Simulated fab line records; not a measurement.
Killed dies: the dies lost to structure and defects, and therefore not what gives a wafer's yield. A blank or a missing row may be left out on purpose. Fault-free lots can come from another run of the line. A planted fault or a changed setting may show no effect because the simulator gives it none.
The tool behind it: which one? :: flow gf180mcu :: 13 lots with 39 wafers sampled at 6 steps, on a route of 602 steps

## WHAT THE GAUGES READ, wafer by wafer
GF_HV_LDD_TW_MEAS_11. Usual: HV_LDD_TW typically reads 2395, with standard deviation 22.
lot: L533
measured: day 10 05:57
on: film-metro-04
HV_LDD_TW: 2406 2403 2410
flag: 

lot: L535
measured: day 10 13:10
on: film-metro-04
HV_LDD_TW: 2401 2394 2397
flag: 

lot: L536
measured: day 11 04:33
on: film-metro-02
HV_LDD_TW: 2381 2370 2364
flag: 

lot: L537
measured: day 11 14:10
on: film-metro-04
HV_LDD_TW: 2391 2393 2397
flag: 

lot: L538
measured: day 11 20:08
on: film-metro-01
HV_LDD_TW: 1207 1220 1218
flag: OFF

lot: L540
measured: day 12 05:08
on: film-metro-02
HV_LDD_TW: 1229 1248 1236
flag: OFF

lot: L539
measured: day 12 06:28
on: film-metro-02
HV_LDD_TW: 2370 2371 2377
flag: 

lot: L545
measured: day 13 15:25
on: film-metro-04
HV_LDD_TW: 2392 2398 2384
flag: 

lot: L547
measured: day 14 04:46
on: film-metro-01
HV_LDD_TW: 2425 2417 2433
flag: 

lot: L548
measured: day 14 17:09
on: film-metro-02
HV_LDD_TW: 2371 2369 2363
flag: 

lot: L550
measured: day 15 08:22
on: film-metro-04
HV_LDD_TW: 2389 2395 2397
flag: 

lot: L551
measured: day 15 11:28
on: film-metro-01
HV_LDD_TW: 2431 2446 2427
flag: 

lot: L553
measured: day 16 04:18
on: film-metro-02
HV_LDD_TW: 2377 2387 2367
flag: 

GF_HV_LDD_RS_MEAS_53: a four-point-probe measurement. Usual: HV_LDD_RS typically reads 418.5 ohm/sq, with standard deviation 1.
lot: L533
measured: day 12 14:44
on: film-metro-02
HV_LDD_RS (ohm/sq): 419.2 419.0 417.9
flag: 

lot: L535
measured: day 12 22:15
on: film-metro-01
HV_LDD_RS (ohm/sq): 418.1 419.4 417.4
flag: 

lot: L536
measured: day 13 16:29
on: film-metro-02
HV_LDD_RS (ohm/sq): 419.1 419.4 419.9
flag: 

lot: L537
measured: day 14 03:38
on: film-metro-01
HV_LDD_RS (ohm/sq): 417.1 416.8 417.5
flag: 

lot: L538
measured: day 14 09:32
on: film-metro-02
HV_LDD_RS (ohm/sq): 765.5 763.7 764.9
flag: OFF

lot: L540
measured: day 14 18:32
on: film-metro-02
HV_LDD_RS (ohm/sq): 753.3 749.7 752.0
flag: OFF

lot: L539
measured: day 14 21:25
on: film-metro-04
HV_LDD_RS (ohm/sq): 418.5 419.0 418.6
flag: 

lot: L545
measured: day 16 09:48
on: film-metro-04
HV_LDD_RS (ohm/sq): 417.8 418.9 418.7
flag: 

lot: L547
measured: day 16 23:19
on: film-metro-04
HV_LDD_RS (ohm/sq): 417.4 418.7 418.2
flag: 

lot: L548
measured: day 17 12:02
on: film-metro-04
HV_LDD_RS (ohm/sq): 417.1 416.7 417.2
flag: 

lot: L550
measured: day 18 07:37
on: film-metro-01
HV_LDD_RS (ohm/sq): 417.4 417.3 417.6
flag: 

lot: L551
measured: day 18 08:58
on: film-metro-04
HV_LDD_RS (ohm/sq): 419.0 417.8 418.3
flag: 

lot: L553
measured: day 19 06:44
on: film-metro-02
HV_LDD_RS (ohm/sq): 418.8 418.9 418.8
flag: 

GF_PSD_CD_MEAS_07: target cd 400 nm. Usual: cd-nm reads 400.6 nm (standard deviation 2.3).
lot: L533
measured: day 14 10:27
on: cd-sem-01
cd-nm (nm): 405.3 404.1 401.2
flag: 

lot: L535
measured: day 14 19:19
on: cd-sem-01
cd-nm (nm): 401.3 399.7 402.7
flag: 

lot: L536
measured: day 15 12:36
on: cd-sem-01
cd-nm (nm): 404.1 402.5 400.9
flag: 

lot: L537
measured: day 16 01:03
on: cd-sem-02
cd-nm (nm): 398.2 397.2 397.7
flag: 

lot: L538
measured: day 16 08:00
on: cd-sem-02
cd-nm (nm): 401.5 400.3 400.8
flag: 

lot: L540
measured: day 16 16:57
on: cd-sem-02
cd-nm (nm): 402.8 401.8 403.6
flag: 

lot: L539
measured: day 16 21:14
on: cd-sem-01
cd-nm (nm): 402.1 401.3 401.5
flag: 

lot: L545
measured: day 18 12:07
on: cd-sem-02
cd-nm (nm): 399.6 402.0 400.8
flag: 

lot: L547
measured: day 19 01:25
on: cd-sem-02
cd-nm (nm): 399.2 399.2 399.9
flag: 

lot: L548
measured: day 19 15:24
on: cd-sem-01
cd-nm (nm): 394.4 396.8 396.5
flag: 

lot: L550
measured: day 20 09:56
on: cd-sem-01
cd-nm (nm): 402.4 403.9 403.0
flag: 

lot: L551
measured: day 20 13:53
on: cd-sem-02
cd-nm (nm): 402.2 401.4 402.2
flag: 

lot: L553
measured: day 21 09:20
on: cd-sem-01
cd-nm (nm): 401.3 404.4 402.6
flag: 

GF_M2_THK_MEAS_06: measures by xrf. Usual: M2_ALCU_THK typically reads 454 nm, with standard deviation 5.3.
lot: L533
measured: day 18 12:32
on: film-metro-03
M2_ALCU_THK (nm): 469 466 464
flag: 

lot: L535
measured: day 18 19:45
on: film-metro-02
M2_ALCU_THK (nm): 454 452 450
flag: 

lot: L536
measured: day 19 17:02
on: film-metro-02
M2_ALCU_THK (nm): 455 459 454
flag: 

lot: L537
measured: day 20 06:06
on: film-metro-02
M2_ALCU_THK (nm): 459 457 458
flag: 

lot: L538
measured: day 20 14:34
on: film-metro-04
M2_ALCU_THK (nm): 455 457 458
flag: 

lot: L540
measured: day 20 21:55
on: film-metro-03
M2_ALCU_THK (nm): 454 455 457
flag: 

lot: L539
measured: day 21 03:27
on: film-metro-02
M2_ALCU_THK (nm): 458 456 457
flag: 

lot: L545
measured: day 22 19:28
on: film-metro-04
M2_ALCU_THK (nm): 445 451 452
flag: 

lot: L547
measured: day 23 07:34
on: film-metro-03
M2_ALCU_THK (nm): 445 451 451
flag: 

lot: L548
measured: day 23 20:27
on: film-metro-03
M2_ALCU_THK (nm): 454 456 456
flag: 

lot: L550
measured: day 24 14:07
on: film-metro-02
M2_ALCU_THK (nm): 455 446 451
flag: 

lot: L551
measured: day 24 17:59
on: film-metro-02
M2_ALCU_THK (nm): 455 449 447
flag: 

lot: L553
measured: day 25 10:11
on: film-metro-02
M2_ALCU_THK (nm): 445 441 444
flag: 

## EACH LOT AND THE TOOL THAT RAN IT (in order: tool; ch and the chambers of the sampled wafers; start)
lot: L533
GF_HV_LDD_IMPLANT_09: implanter-02 ch 0, day 10 05:42
GF_CONTACT_SPUTTER_22: pvd-sputter-01, day 16 09:25

lot: L535
GF_HV_LDD_IMPLANT_09: implanter-01 ch 0, day 10 12:57
GF_CONTACT_SPUTTER_22: pvd-sputter-04, day 16 17:50

lot: L536
GF_HV_LDD_IMPLANT_09: implanter-01 ch 0, day 11 04:18
GF_CONTACT_SPUTTER_22: pvd-sputter-03, day 17 12:55

lot: L537
GF_HV_LDD_IMPLANT_09: implanter-01 ch 0, day 11 13:56
GF_CONTACT_SPUTTER_22: pvd-sputter-01, day 18 00:56

lot: L538
GF_HV_LDD_IMPLANT_09: implanter-01 ch 0, day 11 19:53
GF_CONTACT_SPUTTER_22: pvd-sputter-04, day 18 10:14

lot: L540
GF_HV_LDD_IMPLANT_09: implanter-01 ch 0, day 12 04:53
GF_CONTACT_SPUTTER_22: pvd-sputter-01, day 18 16:43

lot: L539
GF_HV_LDD_IMPLANT_09: implanter-02 ch 0, day 12 06:14
GF_CONTACT_SPUTTER_22: pvd-sputter-01, day 18 22:30

lot: L545
GF_HV_LDD_IMPLANT_09: implanter-04 ch 0, day 13 15:12
GF_CONTACT_SPUTTER_22: pvd-sputter-03, day 20 16:13

lot: L547
GF_HV_LDD_IMPLANT_09: implanter-04 ch 0, day 14 04:32
GF_CONTACT_SPUTTER_22: pvd-sputter-04, day 21 05:04

lot: L548
GF_HV_LDD_IMPLANT_09: implanter-01 ch 0, day 14 16:54
GF_CONTACT_SPUTTER_22: pvd-sputter-01, day 21 17:46

lot: L550
GF_HV_LDD_IMPLANT_09: implanter-01 ch 0, day 15 08:09
GF_CONTACT_SPUTTER_22: pvd-sputter-01, day 22 11:38

lot: L551
GF_HV_LDD_IMPLANT_09: implanter-02 ch 0, day 15 11:15
GF_CONTACT_SPUTTER_22: pvd-sputter-03, day 22 16:31

lot: L553
GF_HV_LDD_IMPLANT_09: implanter-04 ch 0, day 16 04:03
GF_CONTACT_SPUTTER_22: pvd-sputter-03, day 23 11:16
- GF_HV_LDD_IMPLANT_09
- GF_CONTACT_SPUTTER_22: material Ti, target thk 15 nm, time 80.02 s.

## WHAT THE TOOLS THEMSELVES READ (means of the sampled wafers that have a number; where no wafer has one, the mark that the record gives instead)
GF_HV_LDD_IMPLANT_09. Usual: dose-ions-cm2 1.0002e+14, standard deviation 1.2e+11; faraday-current-uA 565, standard deviation 10.
lot: L533
tool: implanter-02
dose-ions-cm2: 9.9937e+13
faraday-current-uA: 555
flag: 

lot: L535
tool: implanter-01
dose-ions-cm2: 1.0005e+14
faraday-current-uA: 571
flag: 

lot: L536
tool: implanter-01
dose-ions-cm2: 1.0007e+14
faraday-current-uA: 566
flag: 

lot: L537
tool: implanter-01
dose-ions-cm2: 9.9973e+13
faraday-current-uA: 561
flag: 

lot: L538
tool: implanter-01
dose-ions-cm2: 9.8700e+12
faraday-current-uA: 55
flag: OFF

lot: L540
tool: implanter-01
dose-ions-cm2: 9.9967e+12
faraday-current-uA: 57
flag: OFF

lot: L539
tool: implanter-02
dose-ions-cm2: 1.0016e+14
faraday-current-uA: 562
flag: 

lot: L545
tool: implanter-04
dose-ions-cm2: 1.0010e+14
faraday-current-uA: 568
flag: 

lot: L547
tool: implanter-04
dose-ions-cm2: 1.0001e+14
faraday-current-uA: 567
flag: 

lot: L548
tool: implanter-01
dose-ions-cm2: 1.0008e+14
faraday-current-uA: 568
flag: 

lot: L550
tool: implanter-01
dose-ions-cm2: 1.0010e+14
faraday-current-uA: 569
flag: 

lot: L551
tool: implanter-02
dose-ions-cm2: 9.9897e+13
faraday-current-uA: 567
flag: 

lot: L553
tool: implanter-04
dose-ions-cm2: 1.0010e+14
faraday-current-uA: 561
flag: 

GF_CONTACT_SPUTTER_22. Usual: throttle-valve-pct reads 30.1 % (standard deviation 0.98).
lot: L533
tool: pvd-sputter-01
throttle-valve-pct (%): 29.9
flag: 

lot: L535
tool: pvd-sputter-04
throttle-valve-pct (%): 30.2
flag: 

lot: L536
tool: pvd-sputter-03
throttle-valve-pct (%): 29.6
flag: 

lot: L537
tool: pvd-sputter-01
throttle-valve-pct (%): 29.7
flag: 

lot: L538
tool: pvd-sputter-04
throttle-valve-pct (%): 30.5
flag: 

lot: L540
tool: pvd-sputter-01
throttle-valve-pct (%): 29.8
flag: 

lot: L539
tool: pvd-sputter-01
throttle-valve-pct (%): 29.9
flag: 

lot: L545
tool: pvd-sputter-03
throttle-valve-pct (%): 30.5
flag: 

lot: L547
tool: pvd-sputter-04
throttle-valve-pct (%): 31.2
flag: 

lot: L548
tool: pvd-sputter-01
throttle-valve-pct (%): 30.5
flag: 

lot: L550
tool: pvd-sputter-01
throttle-valve-pct (%): 29.9
flag: 

lot: L551
tool: pvd-sputter-03
throttle-valve-pct (%): 30.0
flag: 

lot: L553
tool: pvd-sputter-03
throttle-valve-pct (%): 29.6
flag: 

## THE ANSWER, worked out from the rows above alone
Rule: take the mean of a lot's wafers that have a number; if it is more than 3 standard deviations from the usual mean, the lot is off. A lot without any number at a reading at which 4 lots or more have one is off too. Where the step has rows for the other lots, those lots are counted as sound. After the gauges, taken in route order, come the tools' own readings; for these a lot's mean is taken, as printed above. The first step at which some lot is off is used, and at that step the reading that is off furthest; a lot without a number counts as furthest.
Off: at GF_HV_LDD_TW_MEAS_11 (HV_LDD_TW), L538, L540.
A tool fits if, at a process step before that reading, it ran every lot that is off, and no sound lot after the first of them. Not tried: the gauges at GF_HV_LDD_TW_MEAS_11; whatever is off there is also off at GF_HV_LDD_IMPLANT_09, on other tools, and gauge error can't account for it. None of those tried fits.

## WHAT HAD BEEN PUT IN BY THE SIMULATOR
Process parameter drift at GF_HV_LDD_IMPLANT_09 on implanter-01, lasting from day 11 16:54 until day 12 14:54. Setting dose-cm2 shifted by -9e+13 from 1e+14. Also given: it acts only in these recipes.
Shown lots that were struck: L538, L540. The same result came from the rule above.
